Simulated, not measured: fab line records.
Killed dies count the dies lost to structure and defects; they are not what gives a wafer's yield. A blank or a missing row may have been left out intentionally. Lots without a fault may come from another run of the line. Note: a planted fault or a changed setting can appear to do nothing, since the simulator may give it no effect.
Problem report, 8D (eight disciplines) form, completed by code :: flow sky130 :: the parts of the form that need people (team, actions taken, sign-off) are left out

## 1. PROBLEM STATEMENT
Mean VIA3_HDPCVD_THK at SKY_VIA3_THK_MEAS_01: 1211 nm over 3 wafers in 2 lots; fault-free wafers: 1638 nm, standard deviation 16. Relative to the usual mean, that is a shift of -27 standard deviations.
Earliest sighting: wafer L184.2 on film_metro-01 at day 43 01:00. At this step, 36 wafers from 12 lots have a number in the record. Rule for "out" (also "out of limits"): further than 4 standard deviations from the usual mean. Any other wafer with a number is counted as sound.

## 2. WHAT IT IS AND WHAT IT IS NOT
question: which readings at this step
is: VIA3_HDPCVD_THK
is not: -

question: which lots
is: L184, L186
is not: L170, L171, L172, L173, L174, L177, L178, L179, L183, L191

question: which wafers of those lots
is: L184.2, L184.4, L186.2
is not: L184.1, L186.3, L186.6

question: read on which gauges
is: film_metro-01, film_metro-03
is not: film_metro-04

question: when
is: from day 43 01:00
is not: up to then (28 sound wafers); but 5 sound wafers of L186, L191 came after

## 3. WHAT RULES OUT EACH SUSPECT
Counting: any tool at a process step up to the reading remains a suspect provided it ran every lot that is out. Sound lots after the first of them don't rule it out here, since some wafers of a struck lot are sound.
- the gauge at SKY_VIA3_THK_MEAS_01: ruled out. 2 gauges (film_metro-01, film_metro-03) read the wafers that are out.
- cvd_w-01 at SKY_VIA2_CVD_21 (deposits W, target thk 420 nm, time 126.4 s): kept. Every lot that is out went through it, the first being L184 (day 40 23:58); the last sound lot it ran before that was L179 (day 39 15:34).
- hdpcvd-02 at SKY_VIA3_HDPCVD_00 (deposits SiO2, target thk 1635 nm, time 272.5 s): kept. Every lot that is out went through it, the first being L184 (day 43 00:50); the last sound lot it ran before that was L183 (day 42 18:38).
- Within cvd_w-01 at SKY_VIA2_CVD_21, the wafers that are out were processed in chamber 1 and their sound lot-mates in chamber 0.
What counting leaves: cvd_w-01 at SKY_VIA2_CVD_21 and hdpcvd-02 at SKY_VIA3_HDPCVD_00.

## 4. THE CAUSE (what the simulator had put in)
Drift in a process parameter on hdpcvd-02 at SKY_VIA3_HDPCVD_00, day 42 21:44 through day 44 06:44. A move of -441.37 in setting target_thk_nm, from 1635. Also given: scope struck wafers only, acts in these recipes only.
Counting leaves 2 suspects; this tool is one of them.

## 5. SEQUENCE OF EFFECTS, ordered by route
One row per reading whose mean, taken over the struck wafers that have a number, lies over 3 standard deviations from the usual. Only readings for which the record gives a usual standard deviation are gone through. hours: the time from each lot's start at the first step in this table that gives one to its start at this step, as a median over the lots. sigmas: the change in usual standard deviations.
hours: 0
step: SKY_VIA3_THK_MEAS_01
reading: VIA3_HDPCVD_THK
usual: 1638 nm
on struck wafers: 1211
change: -427
sigmas: -27
Later measuring or inspecting steps at which every struck wafer that the step has a row for has a number for every such reading, and none has moved that far: SKY_VIA3_OVL_MEAS_13.

## 6. WHAT WOULD HAVE CAUGHT IT SOONER
3 hours passed between the start of the fault at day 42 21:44 and the first reading out of limits at a measuring or inspecting step in this record, taken at day 43 01:00.
Tool readings at SKY_VIA3_HDPCVD_00 with a usual standard deviation given in the record: none out on any struck wafer, hence no alarm at a limit of 4 standard deviations on them.
Among the 2 lots that are out, L186 began SKY_VIA3_HDPCVD_00 on hdpcvd-02 after day 43 01:00. A hold on the tool at that time would have spared it.
